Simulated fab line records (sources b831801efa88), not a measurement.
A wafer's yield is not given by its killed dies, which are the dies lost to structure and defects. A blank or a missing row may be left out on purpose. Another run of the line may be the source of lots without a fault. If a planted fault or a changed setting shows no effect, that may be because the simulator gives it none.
Which tool was responsible? :: flow gf180mcu :: 39 wafers from 14 lots sampled at 2 of the route's 602 steps

== WHAT EACH GAUGE READ, for each wafer ==
GF_V2_OVL_MEAS_15. Usual: V2_OVL typically reads -1 nm, with standard deviation 5.
lot: L145
measured: day 20 06:00
on: overlay-01
V2_OVL (nm): -4 -8 -3
flag: 

lot: L146
measured: day 20 13:27
on: overlay-02
V2_OVL (nm): -2 -9 -1
flag: 

lot: L147
measured: day 21 05:17
on: overlay-02
V2_OVL (nm): 3 1 0
flag: 

lot: L148
measured: day 21 06:48
on: overlay-01
V2_OVL (nm): -6 -9 -7
flag: 

lot: L149
measured: day 21 20:53
on: overlay-01
V2_OVL (nm): 2 2 -1
flag: 

lot: L153
measured: day 23 09:34
on: overlay-01
V2_OVL (nm): -2 3
flag: 

lot: L155
measured: day 24 00:17
on: overlay-01
V2_OVL (nm): 0 0
flag: 

lot: L156
measured: day 24 15:34
on: overlay-02
V2_OVL (nm): -2 -5
flag: 

lot: L161
measured: day 25 21:53
on: overlay-02
V2_OVL (nm): -1 0 0
flag: 

lot: L164
measured: day 26 18:05
on: overlay-02
V2_OVL (nm): 7 11 6
flag: 

lot: L165
measured: day 26 21:07
on: overlay-01
V2_OVL (nm): 1 0 0
flag: 

lot: L166
measured: day 27 12:45
on: overlay-01
V2_OVL (nm): -6 -5 4
flag: 

lot: L167
measured: day 27 13:43
on: overlay-02
V2_OVL (nm): -5 3 -4
flag: 

lot: L168
measured: day 28 11:16
on: overlay-02
V2_OVL (nm): 1 1 1
flag: 

== TOOL THAT RAN EACH LOT (tool first, then ch and the chambers of the sampled wafers, then the start) ==
lot: L145
GF_M2_STRIP_17: plasma_asher-02 ch 0,1, day 19 04:16

lot: L146
GF_M2_STRIP_17: plasma_asher-01 ch 0,1, day 19 11:30

lot: L147
GF_M2_STRIP_17: plasma_asher-01 ch 0,1, day 20 03:47

lot: L148
GF_M2_STRIP_17: plasma_asher-04 ch 0,1, day 20 05:08

lot: L149
GF_M2_STRIP_17: plasma_asher-02 ch 0,1, day 20 19:23

lot: L153
GF_M2_STRIP_17: plasma_asher-01 ch 0,1, day 22 09:34

lot: L155
GF_M2_STRIP_17: plasma_asher-01 ch 0,1, day 23 00:33

lot: L156
GF_M2_STRIP_17: plasma_asher-01 ch 0,1, day 23 08:35

lot: L161
GF_M2_STRIP_17: plasma_asher-01 ch 0,1, day 24 23:10

lot: L164
GF_M2_STRIP_17: plasma_asher-02 ch 0,1, day 25 20:09

lot: L165
GF_M2_STRIP_17: plasma_asher-02 ch 0,1, day 25 22:50

lot: L166
GF_M2_STRIP_17: plasma_asher-02 ch 1, day 26 15:05

lot: L167
GF_M2_STRIP_17: plasma_asher-01 ch 0,1, day 26 15:49

lot: L168
GF_M2_STRIP_17: plasma_asher-04 ch 0,1, day 27 14:27
- GF_M2_STRIP_17: strips in O2/N2.

== AS READ BY THE TOOLS THEMSELVES (means over the sampled wafers that have a number; for cases with no such wafer, the mark the record gives instead) ==
GF_M2_STRIP_17. Usual: drypump_motor_current_A 6.0 A, standard deviation 0.39; heater_power_w 347 W, standard deviation 9.6; oes_product_au 0.537 a.u., standard deviation 0.005; strip_time_to_endpoint_s 7.37 s, standard deviation 0.051.
lot: L145
tool: plasma_asher-02
drypump_motor_current_A (A): 6.4
heater_power_w (W): 345
oes_product_au (a.u.): 0.536
strip_time_to_endpoint_s (s): 7.32
flag: 

lot: L146
tool: plasma_asher-01
drypump_motor_current_A (A): 6.1
heater_power_w (W): 356
oes_product_au (a.u.): 0.542
strip_time_to_endpoint_s (s): 7.46
flag: 

lot: L147
tool: plasma_asher-01
drypump_motor_current_A (A): 6.1
heater_power_w (W): 362
oes_product_au (a.u.): 0.534
strip_time_to_endpoint_s (s): 7.39
flag: 

lot: L148
tool: plasma_asher-04
drypump_motor_current_A (A): 5.5
heater_power_w (W): 339
oes_product_au (a.u.): 0.531
strip_time_to_endpoint_s (s): 7.34
flag: 

lot: L149
tool: plasma_asher-02
drypump_motor_current_A (A): 6.4
heater_power_w (W): 339
oes_product_au (a.u.): 0.535
strip_time_to_endpoint_s (s): 7.44
flag: 

lot: L153
tool: plasma_asher-01
drypump_motor_current_A (A): 6.1
heater_power_w (W): 354
oes_product_au (a.u.): 0.536
strip_time_to_endpoint_s (s): 7.37
flag: 

lot: L155
tool: plasma_asher-01
drypump_motor_current_A (A): 6.1
heater_power_w (W): 356
oes_product_au (a.u.): 0.534
strip_time_to_endpoint_s (s): 7.33
flag: 

lot: L156
tool: plasma_asher-01
drypump_motor_current_A (A): 6.1
heater_power_w (W): 353
oes_product_au (a.u.): 0.537
strip_time_to_endpoint_s (s): 7.41
flag: 

lot: L161
tool: plasma_asher-01
drypump_motor_current_A (A): 6.0
heater_power_w (W): 351
oes_product_au (a.u.): 0.536
strip_time_to_endpoint_s (s): 7.34
flag: 

lot: L164
tool: plasma_asher-02
drypump_motor_current_A (A): 6.3
heater_power_w (W): 340
oes_product_au (a.u.): 0.539
strip_time_to_endpoint_s (s): 7.39
flag: 

lot: L165
tool: plasma_asher-02
drypump_motor_current_A (A): 6.3
heater_power_w (W): 348
oes_product_au (a.u.): 0.538
strip_time_to_endpoint_s (s): 7.36
flag: 

lot: L166
tool: plasma_asher-02
drypump_motor_current_A (A): 6.1
heater_power_w (W): 342
oes_product_au (a.u.): 0.536
strip_time_to_endpoint_s (s): 7.37
flag: 

lot: L167
tool: plasma_asher-01
drypump_motor_current_A (A): 6.1
heater_power_w (W): 349
oes_product_au (a.u.): 0.539
strip_time_to_endpoint_s (s): 7.41
flag: 

lot: L168
tool: plasma_asher-04
drypump_motor_current_A (A): 5.5
heater_power_w (W): 338
oes_product_au (a.u.): 0.538
strip_time_to_endpoint_s (s): 7.38
flag: 

== THE ANSWER, worked out from the rows above alone ==
Rule: a lot is off if the mean of its wafers that have a number lies more than 3 standard deviations from the usual mean. A lot without any number at a reading at which 4 lots or more have one is off too. Where the step has rows for the other lots, those lots are counted as sound. First the gauges in route order, then the tools' own readings, where a lot's mean is used as printed above. At the first step where some lot is off, the reading lying furthest off is the one used; lots without a number count as furthest.
No lot is off at any reading shown: from this, nothing can be told.

== WHAT THE SIMULATOR PUT IN ==
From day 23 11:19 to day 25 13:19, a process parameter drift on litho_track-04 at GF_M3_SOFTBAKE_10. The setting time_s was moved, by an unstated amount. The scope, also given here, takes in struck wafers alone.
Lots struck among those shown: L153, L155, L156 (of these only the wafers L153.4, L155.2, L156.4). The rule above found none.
